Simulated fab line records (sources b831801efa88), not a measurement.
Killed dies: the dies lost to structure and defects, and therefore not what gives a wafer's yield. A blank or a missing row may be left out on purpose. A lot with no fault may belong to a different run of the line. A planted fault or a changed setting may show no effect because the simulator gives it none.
Split-lot experiment | flow sky130 | 23 wafers read across 5 lots, on a route 708 steps long

## THE SPLIT ITSELF
At SKY_LI_CONTACT_ETCH_14 (etches BARC in N2/H2, stops on SiO2, time 45.9 s, target depth 60 nm), the setting timeS was moved away from the recipe's 45.9 s on 7 of the 23 wafers read, by -12.3% to +13.7%. The other wafers ran this setting at the recipe's value.

The reading comes from the split's own step.

## THE READING
oesProductAu, in a.u., at SKY_LI_CONTACT_ETCH_14 (etches BARC in N2/H2, stops on SiO2, time 45.9 s, target depth 60 nm). Fault-free wafers of this fab line usually give 0.854 a.u., standard deviation 0.0044 a.u.

wafer  | tool, chamber at the split | timeS as run, s | against the recipe | oesProductAu, a.u. | against lot-mates on the recipe
L074.1 | rieDiel-01, 2              | 40.25           | -12.3%             | 0.910              | +0.055
L074.3 | rieDiel-01, 3              | 45.9            | recipe             | 0.849              | -
L074.4 | rieDiel-01, 1              | 45.9            | recipe             | 0.862              | -
L074.5 | rieDiel-01, 3              | 40.25           | -12.3%             | 0.914              | +0.059
L074.6 | rieDiel-01, 2              | 45.9            | recipe             | 0.853              | -
L080.1 | rieDiel-03, 1              | 45.9            | recipe             | 0.855              | -
L080.2 | rieDiel-03, 0              | 45.9            | recipe             | 0.869              | -
L080.3 | rieDiel-03, 3              | 45.9            | recipe             | 0.873              | -
L080.4 | rieDiel-03, 2              | 45.9            | recipe             | 0.860              | -
L080.5 | rieDiel-03, 2              | 45.9            | recipe             | 0.854              | -
L081.1 | rieDiel-02, 0              | 45.9            | recipe             | 0.851              | -
L081.3 | rieDiel-02, 3              | 45.9            | recipe             | 0.860              | -
L081.6 | rieDiel-02, 1              | 45.9            | recipe             | 0.858              | -
L083.1 | rieDiel-01, 0              | 48.27           | +5.2%              | 0.851              | -0.012
L083.2 | rieDiel-01, 3              | 45.9            | recipe             | 0.856              | -
L083.3 | rieDiel-01, 2              | 48.27           | +5.2%              | 0.846              | -0.017
L083.4 | rieDiel-01, 1              | 48.27           | +5.2%              | 0.857              | -0.006
L083.6 | rieDiel-01, 0              | 45.9            | recipe             | 0.870              | -
L085.1 | rieDiel-01, 0              | 52.21           | +13.7%             | 0.825              | -0.030
L085.2 | rieDiel-01, 1              | 52.21           | +13.7%             | 0.834              | -0.021
L085.3 | rieDiel-01, 0              | 45.9            | recipe             | 0.858              | -
L085.4 | rieDiel-01, 1              | 45.9            | recipe             | 0.858              | -
L085.5 | rieDiel-01, 0              | 45.9            | recipe             | 0.848              | -

THE FIT
A straight line over all 23 wafers: oesProductAu changes by -0.00301 a.u. for each +1% of timeS; r = -0.89; the points scatter about the line by 0.0089 a.u.
The same after taking each lot's own level away (the mean of its wafers on the recipe; 23 wafers): -0.00309 a.u. for each +1%; r = -0.90; scatter 0.0092 a.u.
According to that fit, moving timeS by its largest amount changes the reading by 0.043 a.u.
The span of the lots' own levels, 0.8547 to 0.8630 a.u., comes to 1.9 times the standard deviation stated above.
The two slopes are in agreement: the lot-to-lot level therefore moves the slope only a little.
Check: -0.0421 a.u. against its lot-mates is what the line predicts for one of the wafers moved furthest among these (+13.7%) when that wafer is left out of the fit. It came out at -0.0297 a.u. against them.
Tool readings at the split's step, against how far the setting was moved: oesProductAu r = -0.89.

## OTHER SPLITS ON THESE WAFERS
These wafers also went through other splits before the reading. Each is held against what the fit with the lots' levels taken away leaves over:
other split on the same wafers | wafers away from the commonest value | r with oesProductAu (lot level and that fit taken away)
SKY_SD_N_STRIP_11 powerW       | 6                                    | -0.10

## THE WHOLE CHAIN: every reading that the file lists as answering this split, in the file's order
step                   | what it does                                                         | reading                                                                                | change (the file's fit)                   | r (the file's)
SKY_LI_CONTACT_ETCH_14 | etches BARC in N2/H2, stops on SiO2, time 45.9 s, target depth 60 nm | oesProductAu                                                                           | -0.00303 a.u. for each +1% of the setting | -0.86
SKY_LI_CONTACT_ETCH_14 | etches BARC in N2/H2, stops on SiO2, time 45.9 s, target depth 60 nm | KrF-thick_of_LI_CONTACT_COAT_07.thkNm (the simulator's own value, which no gauge read) | -0.411 nm for each +1% of the setting     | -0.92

## THE FILE'S OWN FIT
oesProductAu changes by -0.00303 a.u. for each +1% of timeS, r = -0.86.
